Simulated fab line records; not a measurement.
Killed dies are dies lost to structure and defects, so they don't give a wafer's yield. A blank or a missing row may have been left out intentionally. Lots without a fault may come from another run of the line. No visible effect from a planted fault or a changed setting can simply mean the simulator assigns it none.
Tool commonality check	flow gf180mcu	13 lots and 39 wafers in the sample

== THE REASON FOR OPENING IT ==
At GF_HV_LDD_CD_MEAS_19 the reading cd nm is flagged on 4 of 13 lots. No-fault wafers: 403.6 nm, standard deviation 2.6.
Rule: a lot is flagged in two cases, either no wafer of it has a number, or all its wafers with numbers fall more than 4 standard deviations from that mean. All remaining lots are regarded as sound.

lot	measured	on	cd nm (nm), wafer by wafer	flag
L430	day 10 13:43	cd sem-02	404.5 401.3 402.7	
L431	day 10 23:45	cd sem-02	405.1 403.9 404.9	
L437	day 12 21:39	cd sem-02	400.6 403.0 402.5	
L436	day 12 22:29	cd sem-01	404.3 403.5 401.8	
L438	day 13 06:31	cd sem-01	405.5 409.8 403.8	
L439	day 13 19:22	cd sem-02	403.9 401.8 404.3	
L445	day 16 00:23	cd sem-02	398.6 400.7 401.9	
L446	day 16 04:11	cd sem-02	367.4 370.4 370.4	FLAGGED
L447	day 16 12:19	cd sem-02	368.0 369.8 373.4	FLAGGED
L448	day 16 17:35	cd sem-02	369.2 366.8 369.3	FLAGGED
L449	day 17 01:46	cd sem-02	409.9 409.1 407.5	
L450	day 17 02:50	cd sem-02	368.9 367.9 368.5	FLAGGED
L453	day 18 06:58	cd sem-01	407.2 406.6 404.6	
On average the flagged lots' numbers are 369.2 nm, which is -34.4 nm against the usual, or -13 standard deviations.

== LOT BY LOT: THE TOOL USED ==
2 process steps preceding the reading are held in the record, out of 602 steps in the route. Every cell lists first the tool, next ch and the chambers used by the sampled wafers, and last the start.
lot	flag	GF_DUAL_GATE_STRIP_13	GF_HV_LDD_EXPOSE_16
L430		plasma asher-01 ch 1, day 8 03:55	iline stepper-02 ch 0, day 10 05:01
L431		plasma asher-02 ch 0,1, day 8 14:14	iline stepper-01 ch 0, day 10 14:32
L437		plasma asher-02 ch 0,1, day 10 05:08	iline stepper-02 ch 0, day 12 10:52
L436		plasma asher-04 ch 0,1, day 10 04:52	iline stepper-02 ch 0, day 12 12:07
L438		plasma asher-02 ch 0,1, day 10 17:58	iline stepper-02 ch 0, day 12 21:24
L439		plasma asher-01 ch 0,1, day 11 02:17	iline stepper-02 ch 0, day 13 09:20
L445		plasma asher-01 ch 1, day 13 03:01	iline stepper-01 ch 0, day 15 13:52
L446	FLAGGED	plasma asher-01 ch 0, day 13 06:37	iline stepper-02 ch 0, day 15 17:56
L447	FLAGGED	plasma asher-02 ch 0,1, day 13 17:19	iline stepper-02 ch 0, day 16 01:31
L448	FLAGGED	plasma asher-04 ch 0,1, day 13 20:01	iline stepper-02 ch 0, day 16 06:17
L449		plasma asher-02 ch 0,1, day 14 02:40	iline stepper-01 ch 0, day 16 15:01
L450	FLAGGED	plasma asher-04 ch 0,1, day 14 02:59	iline stepper-02 ch 0, day 16 16:04
L453		plasma asher-02 ch 0,1, day 15 05:25	iline stepper-01 ch 0, day 17 19:16
These steps, and what they do:
- GF_DUAL_GATE_STRIP_13: strips in O2/N2.
- GF_HV_LDD_EXPOSE_16: exposes mask Pplus LV AREA, target cd 400 nm.
- GF_HV_LDD_CD_MEAS_19: target cd 400 nm.

== FLAGGED AGAINST TOTAL, ONE TOOL AT A TIME (gauges that did the reading follow at the end) ==
step	tool	lots run	flagged	share of the flagged lots	sound lots run after its first flagged lot
GF_DUAL_GATE_STRIP_13	plasma asher-01	4	1	some	0
GF_DUAL_GATE_STRIP_13	plasma asher-02	6	1	some	2 (L449,L453)
GF_DUAL_GATE_STRIP_13	plasma asher-04	3	2	some	0
GF_HV_LDD_EXPOSE_16	iline stepper-01	4	0	none	-
GF_HV_LDD_EXPOSE_16	iline stepper-02	9	4	all	0
GF_HV_LDD_CD_MEAS_19	cd sem-01	3	0	none	-
GF_HV_LDD_CD_MEAS_19	cd sem-02	10	4	all	1 (L449)

== WHAT IS ALLOWED BY THE TABLE ==
Table rows that saw every flagged lot: 2, namely iline stepper-02 at GF_HV_LDD_EXPOSE_16 and cd sem-02 at GF_HV_LDD_CD_MEAS_19.
- iline stepper-02 at GF_HV_LDD_EXPOSE_16: 4 of its 9 lots flagged. A fault beginning between L439 (day 13 09:20), its last sound lot, and L446 (day 15 17:56), its first flagged one, fits the data. Its own readings lie more than 4 standard deviations out on every wafer of the flagged lots: exposure dose mJ cm2.
- cd sem-02 at GF_HV_LDD_CD_MEAS_19: 4 of its 10 lots flagged. Sound lots followed the first flagged one (L449) on it, something a lasting fault affecting the whole tool could not allow.
Left over: one tool, iline stepper-02 at GF_HV_LDD_EXPOSE_16.

== WHAT THE SIMULATOR HAD INSERTED ==
Process parameters drifting: iline stepper-02 at GF_HV_LDD_EXPOSE_16, beginning at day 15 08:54. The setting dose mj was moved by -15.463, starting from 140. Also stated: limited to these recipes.
Struck lots among those shown: L446, L447, L448, L450. This agrees with what the rule above found.
